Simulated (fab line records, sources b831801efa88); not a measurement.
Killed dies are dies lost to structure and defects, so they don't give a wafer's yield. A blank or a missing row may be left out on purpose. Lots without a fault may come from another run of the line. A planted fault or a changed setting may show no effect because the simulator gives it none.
Chamber matching | flow sky130 | SKY_VIA2_CMP_02 on cmp-01: 4 sister chambers
The step polishes SiO2. 18 wafers are shown with their chamber, then 9 later ones without.

WAFERS WITH THEIR CHAMBER
wafer  | chamber | motor_current_A (A) | head_pressure_psi (psi)
L400.2 | 1       | 11.3                | 4.001
L400.4 | 3       | 10.3                | 3.984
L400.5 | 0       | 12.5                | 4.000
L399.2 | 2       | 10.6                | 3.985
L399.4 | 1       | 11.6                | 3.998
L399.6 | 2       | 10.6                | 4.007
L401.2 | 0       | 12.6                | 3.994
L401.3 | 3       | 10.1                | 4.000
L401.4 | 2       | 11.2                | 3.997
L402.1 | 0       | 12.3                | 3.995
L402.3 | 3       | 10.6                | 3.982
L402.4 | 2       | 11.1                | 4.010
L403.1 | 0       | 12.8                | 4.015
L403.2 | 2       | 11.3                | 4.005
L403.5 | 1       | 11.0                | 4.001
L404.1 | 0       | 11.6                | 4.005
L404.2 | 2       | 11.2                | 4.000
L404.4 | 1       | 11.1                | 4.016

SIGNATURES (means of the wafers above)
reading           | chamber 0 | chamber 1 | chamber 2 | chamber 3 | scatter within a chamber
motor_current_A   | 12.360    | 11.250    | 11.000    | 10.333    | 0.347
head_pressure_psi | 4.00180   | 4.00400   | 4.00067   | 3.98867   | 0.00883
Rule: a wafer's distance from a chamber is the root of the sum, over the readings, of the square of ((its reading less the chamber's mean) divided by the reading's scatter). The wafer belongs to the nearest chamber; if the next one is less than 2 further off, it can't be placed. The scatter: the root of (the sum of the squares of (reading less its chamber's mean) over the shown wafers, divided by (wafers less chambers)).

WAFERS WITHOUT THEIR CHAMBER
wafer  | motor_current_A (A) | head_pressure_psi (psi)
L405.1 | 11.5                | 4.015
L405.3 | 12.9                | 4.004
L405.5 | 11.7                | 4.007
L414.2 | 10.7                | 3.988
L414.3 | 9.9                 | 4.006
L414.4 | 11.0                | 3.995
L415.2 | 10.9                | 3.997
L415.3 | 13.1                | 4.003
L415.5 | 12.3                | 4.007

WHICH CHAMBER EACH WENT THROUGH
wafer  | from the rows above          | in truth
L405.1 | can't be placed: 1 or 2 or 0 | 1
L405.3 | 0                            | 0
L405.5 | can't be placed: 1 or 0 or 2 | 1
L414.2 | can't be placed: 3 or 2 or 1 | 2
L414.3 | can't be placed: 3 or 2 or 1 | 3
L414.4 | can't be placed: 2 or 1 or 3 | 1
L415.2 | can't be placed: 2 or 1 or 3 | 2
L415.3 | 0                            | 0
L415.5 | 0                            | 0
Placed correctly: 3 of 9. Can't be placed from these rows: 6 (the true chamber is among the candidates in 6). Placed wrongly: 0.
